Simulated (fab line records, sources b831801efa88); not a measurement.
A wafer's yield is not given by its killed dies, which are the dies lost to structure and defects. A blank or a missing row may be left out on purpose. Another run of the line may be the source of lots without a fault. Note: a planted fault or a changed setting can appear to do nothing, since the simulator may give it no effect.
fab line records ; flow sky130
record lots=7; wafers=19; last_day=50
route steps=708 shown POLY_CUT@314 SD_P@320 PAD_OPEN@708
lots that met no fault: from a run of the same line without faults
start_h: start of the lot's first displayed wafer, in hours after the record's first day ; wait_h: time in hours since the lot's previous step ; " as in the row above ; L1.1+2: one row covering several wafers at once ; - value missing, or start not given ; * or withheld: withheld ; < > ~ a bound
route shown NAME@n: a module of which the file shows steps, and the number in the route of the first ; usual: mean/standard deviation of fault-free wafers ; same: alike in all rows ; chamber/n: place in a boat ; sites: the reading at each site ; _std_site: standard deviation across them ; _edge_site: inner sites' mean taken away from outer sites' mean ; radius_mm: how far each site lies from the wafer's centre ; mask NAME#n: copy n ; behind: the most recent tool/chamber to have shaped the wafer ; hold: why the lot was held/for how many hours/how that ended ; device: transistor that didn't switch, given as n, p or np ; end of line: at the end of the route, the tests of the same wafers ; where a step has no rows: the recipe by itself ; killed: dies lost to structure and defects at the first sort, not the wafer's yield ; map: a wafer's dies, marking killed ones x, the rest . and places with no die _
set.NAME: setting as actually run; set.NAME@STEP: the setting as run at that earlier step ; model.NAME: the simulator's own value behind a step, which no gauge read
certain route steps with their lots: each step a table, each wafer a row
services: a tool's chamber out of use, with start hour (start_h, from the record's first day; less than 0 if before it), hours out, and reason
## steps
# step SKY_POLY_CUT_DEVELOP_07
# recipe develop_time_s=60; resist=KrF-thick; dev_temp_c=21
# step SKY_POLY_CUT_CD_MEAS_08
# recipe target_cd_nm=270
# usual cd_nm=269.8/1.6
lot.wafer;tool;chamber;start_h;wait_h;cd_nm
L712.1;cd_sem-01;-;579.27;-;273.0
L712.2;cd_sem-01;-;579.27;-;273.3
L712.3;cd_sem-01;-;579.27;-;273.0
L719.2;cd_sem-02;-;647.79;-;271.4
L719.3;cd_sem-02;-;647.79;-;271.2
L719.4;cd_sem-02;-;647.79;-;271.5
L721.2;cd_sem-01;-;665.99;-;269.8
L721.4;cd_sem-01;-;665.99;-;267.3
L721.5;cd_sem-01;-;665.99;-;269.0
L726.1;cd_sem-02;-;707.80;-;268.8
L726.2;cd_sem-02;-;707.80;-;269.6
L727.2;cd_sem-01;-;708.17;-;268.3
L727.3;cd_sem-01;-;708.17;-;269.7
L727.4;cd_sem-01;-;708.17;-;268.3
L729.1;cd_sem-02;-;722.96;-;268.2
L729.2;cd_sem-02;-;722.96;-;267.5
L729.4;cd_sem-02;-;722.96;-;267.9
L731.2;cd_sem-01;-;742.48;-;269.3
L731.4;cd_sem-01;-;742.48;-;267.1
# step SKY_POLY_CUT_OVL_MEAS_09
# usual POLY_CUT_OVL=1/6.4
lot.wafer;tool;chamber;start_h;wait_h;POLY_CUT_OVL[nm]
L712.1;overlay-01;-;579.39;0.1;10
L712.2;overlay-01;-;579.39;0.1;1
L712.3;overlay-01;-;579.39;0.1;3
L719.2;overlay-02;-;647.90;0.1;-1
L719.3;overlay-02;-;647.90;0.1;5
L719.4;overlay-02;-;647.90;0.1;1
L721.2;overlay-01;-;666.10;0.1;8
L721.4;overlay-01;-;666.10;0.1;11
L721.5;overlay-01;-;666.10;0.1;6
L726.1;overlay-02;-;707.92;0.1;-4
L726.2;overlay-02;-;707.92;0.1;-9
L727.2;overlay-02;-;708.28;0.1;-2
L727.3;overlay-02;-;708.28;0.1;-1
L727.4;overlay-02;-;708.28;0.1;1
L729.1;overlay-02;-;723.08;0.1;-4
L729.2;overlay-02;-;723.08;0.1;0
L729.4;overlay-02;-;723.08;0.1;4
L731.2;overlay-01;-;742.58;0.1;-6
L731.4;overlay-01;-;742.58;0.1;-4
# step SKY_POLY_CUT_ETCH_10
# recipe chemistry=N2/H2; target=BARC; ion_energy_ev=200; source_w=500; bias_w=100; pressure_mtorr=30; n2_flow_sccm=100; h2_flow_sccm=200; stop_on=SiO2; time_s=45.9; target_depth_a=600
# usual bias_w=100.1/0.31; drypump_motor_current_A=5.6/0.43; n2_flow_sccm=99.99/0.28; oes_product_au=0.854/0.0047; throttle_valve_pct=13.225/0.0087
# same time_s=45.9
lot.wafer;tool;chamber;start_h;wait_h;bias_w;drypump_motor_current_A;n2_flow_sccm;oes_product_au;rf_hours_counter_h;throttle_valve_pct
L712.1;rie_diel-04;0;579.43;0.0;100.1;6.3;100.03;0.854;5;13.227
L712.2;rie_diel-04;3;579.43;0.0;100.1;5.3;100.50;0.847;11;13.217
L712.3;rie_diel-04;1;579.43;0.0;100.4;4.8;100.13;0.854;58;13.225
L719.2;rie_diel-01;1;647.93;0.0;100.4;5.8;100.27;0.852;8;13.230
L719.3;rie_diel-01;3;647.93;0.0;100.1;6.0;100.38;0.852;12;13.224
L719.4;rie_diel-01;2;647.93;0.0;99.5;6.2;99.73;0.854;26;13.225
L721.2;rie_diel-04;3;666.13;0.0;100.1;5.3;99.89;0.854;13;13.225
L721.4;rie_diel-04;1;666.13;0.0;99.8;4.7;99.88;0.845;60;13.220
L721.5;rie_diel-04;0;666.13;0.0;99.9;6.3;99.78;0.857;-;13.229
L726.1;rie_diel-02;2;707.96;0.0;99.9;5.7;100.03;0.849;4;13.230
L726.2;rie_diel-02;0;707.96;0.0;100.0;5.2;99.84;0.855;3;13.236
L727.2;rie_diel-01;1;708.31;0.0;100.1;5.8;99.94;0.855;9;13.221
L727.3;rie_diel-01;0;708.31;0.0;100.0;5.3;100.07;0.854;4;13.226
L727.4;rie_diel-01;2;708.31;0.0;99.9;6.2;99.78;0.848;27;13.218
L729.1;rie_diel-04;2;723.11;0.0;100.6;5.5;99.66;0.857;8;13.228
L729.2;rie_diel-04;0;723.11;0.0;100.0;6.3;100.49;0.848;9;13.220
L729.4;rie_diel-04;3;723.11;0.0;100.3;5.3;99.77;0.857;15;13.216
L731.2;rie_diel-04;0;742.61;0.0;99.9;6.3;100.12;0.864;9;13.236
L731.4;rie_diel-04;2;742.61;0.0;100.2;5.5;99.89;0.848;-;13.209
# step SKY_POLY_CUT_ETCH_11
# recipe target=Si3N4; chemistry=CF4/CH2F2/Ar; stop_on=poly-Si; source_w=600; bias_w=150; pressure_mtorr=40; cf4_flow_sccm=40; ch2f2_flow_sccm=20; Ar_flow_sccm=150; time_s=42.5; target_depth_a=600
# usual bias_w=150.0/0.43; drypump_motor_current_A=5.6/0.43; oes_product_au=0.831/0.0055; throttle_valve_pct=14.995/0.0098
# same time_s=42.5
lot.wafer;tool;chamber;start_h;wait_h;bias_w;drypump_motor_current_A;oes_product_au;rf_hours_counter_h;throttle_valve_pct
L712.1;rie_diel-04;0;579.47;0.0;150.6;6.3;0.831;5;14.971
L712.2;rie_diel-04;3;579.47;0.0;149.5;5.3;0.826;11;14.989
L712.3;rie_diel-04;1;579.47;0.0;150.6;4.8;0.827;58;14.986
L719.2;rie_diel-01;1;647.97;0.0;150.3;5.8;0.831;8;14.992
L719.3;rie_diel-01;3;647.97;0.0;150.8;6.0;0.826;12;14.987
L719.4;rie_diel-01;2;647.97;0.0;149.4;6.2;0.840;26;14.987
L721.2;rie_diel-04;3;666.17;0.0;149.5;5.3;0.822;13;14.993
L721.4;rie_diel-04;1;666.17;0.0;150.1;4.7;0.821;60;14.987
L721.5;rie_diel-04;0;666.17;0.0;150.9;6.3;0.828;-;14.992
L726.1;rie_diel-02;2;708.00;0.0;149.8;5.7;0.829;4;14.983
L726.2;rie_diel-02;0;708.00;0.0;149.4;5.2;0.829;3;15.000
L727.2;rie_diel-01;1;708.35;0.0;150.0;5.8;0.826;9;15.008
L727.3;rie_diel-01;0;708.35;0.0;149.5;5.3;0.834;4;15.003
L727.4;rie_diel-01;2;708.35;0.0;149.9;6.2;0.831;27;15.001
L729.1;rie_diel-04;2;723.15;0.0;150.3;5.5;0.837;8;15.013
L729.2;rie_diel-04;0;723.15;0.0;150.0;6.3;0.826;9;14.998
L729.4;rie_diel-04;3;723.15;0.0;150.6;5.3;0.834;15;14.999
L731.2;rie_diel-04;0;742.66;0.0;149.0;6.3;0.824;9;14.986
L731.4;rie_diel-04;2;742.66;0.0;150.9;5.5;0.828;-;14.986
# step SKY_POLY_CUT_STRIP_12
# recipe chemistry=O2/N2; power_w=1400; pressure_mtorr=1500; platen_temp_c=withheld; o2_flow_sccm=3000; n2_flow_sccm=300; overash_fraction=0.5
# usual drypump_motor_current_A=5.6/0.47; n2_flow_sccm=299.9/0.89; oes_product_au=0.452/0.0047; strip_time_to_endpoint_s=5.365/0.016
lot.wafer;tool;chamber;start_h;wait_h;drypump_motor_current_A;n2_flow_sccm;oes_product_au;rf_hours_counter_h;strip_time_to_endpoint_s
L712.1;plasma_asher-04;1;579.51;0.0;5.8;300.7;0.452;45;5.356
L712.2;plasma_asher-04;0;579.51;0.0;5.6;298.2;0.450;45;5.368
L712.3;plasma_asher-04;1;579.51;0.0;5.8;299.2;0.458;-;5.379
L719.2;plasma_asher-02;0;648.01;0.0;4.9;299.6;0.457;83;5.368
L719.3;plasma_asher-02;1;648.01;0.0;5.6;297.4;0.454;-;5.383
L719.4;plasma_asher-02;0;648.01;0.0;4.9;300.4;0.455;-;5.355
L721.2;plasma_asher-02;0;666.21;0.0;4.9;298.4;0.454;84;5.371
L721.4;plasma_asher-02;0;666.21;0.0;4.9;298.0;0.457;-;5.367
L721.5;plasma_asher-02;1;666.21;0.0;5.6;299.3;0.456;-;5.377
L726.1;plasma_asher-02;1;708.04;0.0;5.6;300.4;0.448;89;5.374
L726.2;plasma_asher-02;0;708.04;0.0;4.9;299.7;0.453;89;5.396
L727.2;plasma_asher-03;0;708.39;0.0;6.4;299.0;0.451;103;5.353
L727.3;plasma_asher-03;1;708.39;0.0;5.4;299.6;0.445;-;5.334
L727.4;plasma_asher-03;0;708.39;0.0;6.4;298.6;0.453;-;5.355
L729.1;plasma_asher-04;1;723.19;0.0;5.8;299.0;0.452;58;5.362
L729.2;plasma_asher-04;0;723.19;0.0;5.6;300.7;0.467;58;5.331
L729.4;plasma_asher-04;1;723.19;0.0;5.8;299.7;0.456;-;5.374
L731.2;plasma_asher-02;0;742.70;0.0;4.9;300.9;0.460;93;5.367
L731.4;plasma_asher-02;0;742.70;0.0;4.9;300.2;0.457;-;5.373
# step SKY_SD_P_DEHYDRATE_00
# recipe temp_c=200; time_s=60
# step SKY_SD_P_HMDS_01
# recipe prime_time_s=60; prime_temp_c=120
# step SKY_SD_P_COAT_02
# recipe resist=NOVOLAK; spin_rpm=3000; resist_thk_nm=1140
# step SKY_SD_P_SOFTBAKE_03
# recipe temp_c=90; time_s=60; resist=NOVOLAK
# step SKY_SD_P_EXPOSE_04
# recipe mask_id=PSDM; na=0.6; source_shape=conventional; sigma_outer=0.6; polarization=unpolarized; target_cd_nm=380; dose_mj=138
# step SKY_SD_P_PEB_05
# recipe temp_c=withheld; time_s=*; resist=NOVOLAK
# step SKY_SD_P_DEVELOP_06
# recipe resist=NOVOLAK; developer=TMAH; develop_time_s=60; dev_temp_c=23
# usual resist_line_temp_C=23.01/0.1
lot.wafer;tool;chamber;start_h;wait_h;resist_line_temp_C
L712.1;litho_track-02;0;608.55;0.1;23.24
L712.2;litho_track-02;0;608.55;0.1;23.09
L712.3;litho_track-02;0;608.55;0.1;23.13
L719.2;litho_track-03;0;676.55;0.1;23.08
L719.3;litho_track-03;0;676.55;0.1;22.94
L719.4;litho_track-03;0;676.55;0.1;23.07
L721.2;litho_track-04;0;693.78;0.1;22.95
L721.4;litho_track-04;0;693.78;0.1;22.92
L721.5;litho_track-04;0;693.78;0.1;22.83
L726.1;litho_track-03;0;735.67;0.1;22.90
L726.2;litho_track-03;0;735.67;0.1;22.87
L727.2;litho_track-03;0;736.00;0.1;22.93
L727.3;litho_track-03;0;736.00;0.1;23.14
L727.4;litho_track-03;0;736.00;0.1;22.88
L729.1;litho_track-04;0;750.61;0.1;23.13
L729.2;litho_track-04;0;750.61;0.1;23.02
L729.4;litho_track-04;0;750.61;0.1;23.12
L731.2;litho_track-03;0;769.65;0.1;22.79
L731.4;litho_track-03;0;769.65;0.1;22.86
# step SKY_SD_P_CD_MEAS_07
# recipe target_cd_nm=380
# usual cd_nm=380.2/2.9
lot.wafer;tool;chamber;start_h;wait_h;cd_nm
L712.1;cd_sem-01;-;608.70;0.1;379.5
L712.2;cd_sem-01;-;608.70;0.1;378.7
L712.3;cd_sem-01;-;608.70;0.1;380.9
L719.2;cd_sem-01;-;676.69;0.1;382.1
L719.3;cd_sem-01;-;676.69;0.1;382.9
L719.4;cd_sem-01;-;676.69;0.1;384.1
L721.2;cd_sem-01;-;693.92;0.1;378.0
L721.4;cd_sem-01;-;693.92;0.1;378.4
L721.5;cd_sem-01;-;693.92;0.1;378.7
L726.1;cd_sem-02;-;735.82;0.1;273.8
L726.2;cd_sem-02;-;735.82;0.1;273.9
L727.2;cd_sem-01;-;736.14;0.1;273.8
L727.3;cd_sem-01;-;736.14;0.1;379.5
L727.4;cd_sem-01;-;736.14;0.1;380.6
L729.1;cd_sem-02;-;750.76;0.1;380.4
L729.2;cd_sem-02;-;750.76;0.1;381.0
L729.4;cd_sem-02;-;750.76;0.1;381.3
L731.2;cd_sem-02;-;769.79;0.1;275.6
L731.4;cd_sem-02;-;769.79;0.1;378.3
# step SKY_SD_P_OVL_MEAS_08
# usual SD_P_OVL=-0.5/1.6
lot.wafer;tool;chamber;start_h;wait_h;SD_P_OVL[nm]
L712.1;overlay-02;-;608.82;0.1;-3.6
L712.2;overlay-02;-;608.82;0.1;-1.6
L712.3;overlay-02;-;608.82;0.1;-2.7
L719.2;overlay-01;-;676.80;0.1;-1.2
L719.3;overlay-01;-;676.80;0.1;-0.4
L719.4;overlay-01;-;676.80;0.1;-0.4
L721.2;overlay-01;-;694.03;0.1;0.9
L721.4;overlay-01;-;694.03;0.1;-0.3
L721.5;overlay-01;-;694.03;0.1;1.5
L726.1;overlay-02;-;735.94;0.1;-0.9
L726.2;overlay-02;-;735.94;0.1;1.4
L727.2;overlay-02;-;736.25;0.1;-0.4
L727.3;overlay-02;-;736.25;0.1;0.7
L727.4;overlay-02;-;736.25;0.1;-0.8
L729.1;overlay-01;-;750.88;0.1;-0.9
L729.2;overlay-01;-;750.88;0.1;0.9
L729.4;overlay-01;-;750.88;0.1;0.2
L731.2;overlay-01;-;769.90;0.1;0.1
L731.4;overlay-01;-;769.90;0.1;-0.3
# step SKY_PAD_OPEN_PROBE_99
# usual killed_at_M0_to_M3=42/7.1; killed_at_M4_up=3.3/1.9; killed_at_contacts=24/5; killed_at_front_end=15/4.7; killed_at_other=0.3/0.61; killed_dies=86/9.6; killed_open=47/7.5; killed_short=38/6.6
# same gross_dies=492; killed_at_back_side=0
lot.wafer;tool;chamber;start_h;wait_h;killed_at_M0_to_M3;killed_at_M4_up;killed_at_contacts;killed_at_front_end;killed_at_other;killed_dies;killed_open;killed_short
L729.1;prober-02;-;1184.42;0.1;34;0;29;15;0;78;50;27
L729.4;prober-02;-;1184.57;0.2;48;3;29;18;0;98;64;33
# killed by level:class
L729.1 VIA2:geometric_particle:open=9 LI_CONTACT:geometric_particle:open=8 CONTACT:geometric_particle:open=8 VIA1:geometric_particle:open=6 LOCAL_INTERCONNECT:geometric_particle:short=5 VIA3:geometric_particle:open=5 SPACER:geometric_particle:open=4 METAL2:geometric_particle:short=4
L729.4 VIA1:geometric_particle:open=12 LI_CONTACT:geometric_particle:open=10 CONTACT:geometric_particle:open=10 VIA2:geometric_particle:open=9 VIA3:geometric_particle:open=7 FIELD_ISO:geometric_particle:open=6 FIELD_ISO:geometric_particle:short=4 LOCAL_INTERCONNECT:geometric_particle:short=4
## services
tool;chamber;start_h;hours;kind
plasma_asher-03;-;572.03;2.1;repair
rie_diel-01;0;580.98;8.6;repair
plasma_asher-02;-;584.81;2.1;repair
plasma_asher-04;-;591.40;2.3;repair
plasma_asher-02;-;604.34;2.8;pm
rie_diel-01;1;612.01;3.2;repair
rie_diel-01;2;612.99;7.9;repair
rie_diel-02;0;627.39;3.4;repair
plasma_asher-02;-;641.60;1.3;repair
rie_diel-01;-;651.72;25.0;repair
rie_diel-01;3;674.56;1.4;repair
rie_diel-04;1;680.96;-;clean
rie_diel-04;1;680.96;33.6;scheduled_down
rie_diel-04;1;680.96;33.6;vent_cycle
rie_diel-02;-;694.55;2.8;pm
rie_diel-02;1;697.55;4.6;repair
rie_diel-02;-;700.69;0.7;repair
plasma_asher-04;-;703.16;6.9;pm
rie_diel-02;1;704.31;14.4;repair
rie_diel-04;-;719.38;2.8;pm
rie_diel-01;-;725.40;2.8;pm
plasma_asher-03;-;733.75;9.0;pm
rie_diel-02;1;735.44;4.7;repair
rie_diel-04;3;742.60;4.6;repair
## key
first_sign step=SKY_SD_P_CD_MEAS_07; reading=cd_nm; direction=down; sigmas=37; usual=380.2; struck=274.3
effect none on later readings
met_at SKY_SD_P_DEVELOP_06
struck_wafers L726.1,L726.2,L727.2,L731.2
tester_left_out L726,L727,L731
onset_between 676.55 735.67
fault kind=process_parameter_drift; tool=litho_track-03; chamber=-; onset_h=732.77; steps=SKY_SD_P_DEVELOP_06; channel=develop_time_s; offset=*; shape=step; end_h=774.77; scope=struck_wafers_only; acts_in=*; stated=*
# tester_left_out: of these lots the tester's yield and bins aren't shown, on N5 and GAA mostly nor the transistor test; their killed dies are dies lost to structure and defects alone, not to doping, threshold or leakage, so they don't give the yield
